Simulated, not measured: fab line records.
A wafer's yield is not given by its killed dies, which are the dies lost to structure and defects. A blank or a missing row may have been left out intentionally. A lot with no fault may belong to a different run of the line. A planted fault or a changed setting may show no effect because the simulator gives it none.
Which tool was responsible? | flow sky130 | Sampling: 11 lots, 33 wafers, 2 of 708 route steps

WHAT THE GAUGES SHOWED, per wafer
SKY_NWELL_OVL_MEAS_10.
lot  | measured     | on         | NWELL_00_OVL (nm)
L820 | day 4 23:53  | overlay-02 | 0.6 -0.2 0.7
L822 | day 5 12:02  | overlay-02 | 1.3 0.3 1.8
L827 | day 6 21:52  | overlay-02 | 0.4 -0.1 0.6
L828 | day 7 06:29  | overlay-01 | -3.2 -1.8 -2.1
L830 | day 7 11:29  | overlay-01 | - - -
L831 | day 7 19:08  | overlay-01 | - - -
L832 | day 7 20:54  | overlay-01 | - - -
L834 | day 8 14:32  | overlay-01 | -1.6 -1.1 -3.6
L835 | day 8 21:12  | overlay-01 | 0.2 -1.8 -1.5
L838 | day 9 09:23  | overlay-01 | -0.8 -2.3 -1.3
L841 | day 10 06:47 | overlay-02 | 2.6 1.6 0.1

TOOL THAT RAN EACH LOT (tool first, then ch and the chambers of the sampled wafers, then the start)
lot  | SKY_NWELL_COAT_05
L820 | litho-track-03 ch 0, day 4 15:26
L822 | litho-track-03 ch 0, day 5 02:44
L827 | litho-track-03 ch 0, day 6 12:10
L828 | litho-track-04 ch 0, day 6 19:56
L830 | litho-track-02, day 7 01:44
L831 | litho-track-02, day 7 09:08
L832 | litho-track-03, day 7 10:50
L834 | litho-track-02 ch 0, day 8 04:20
L835 | litho-track-02 ch 0, day 8 11:11
L838 | litho-track-02 ch 0, day 8 21:41
L841 | litho-track-03 ch 0, day 9 19:32
- SKY_NWELL_COAT_05: resist thk 3000 nm.

THE ANSWER, worked out from the rows above alone
Rule: the lots themselves supply what counts as usual. The widest of any qualifying gaps counts: lots, ordered by their means at a reading, are off when they make up no more than a third of the lots, leave a main group of 4 or more, and stand apart from it by 3 or more times the standard deviation of that group's means. A main group is skipped when, at the precision printed for the reading in the tables above, its means are all equal. A lot without any number at a reading at which 4 lots or more have one is off too. Where the step has rows for the other lots, those lots are counted as sound.
Off: L830, L831, L832, seen at SKY_NWELL_OVL_MEAS_10 (NWELL_00_OVL). Without a number there: L830, L831, L832. The main group: mean -0.5 nm, standard deviation 1.4.
A tool fits if, at a process step before that reading, it ran every lot that is off, and no sound lot after the first of them. The gauges at SKY_NWELL_OVL_MEAS_10 are tried like those tools. Of those tried, none fits.

WHAT THE SIMULATOR HAD PUT IN
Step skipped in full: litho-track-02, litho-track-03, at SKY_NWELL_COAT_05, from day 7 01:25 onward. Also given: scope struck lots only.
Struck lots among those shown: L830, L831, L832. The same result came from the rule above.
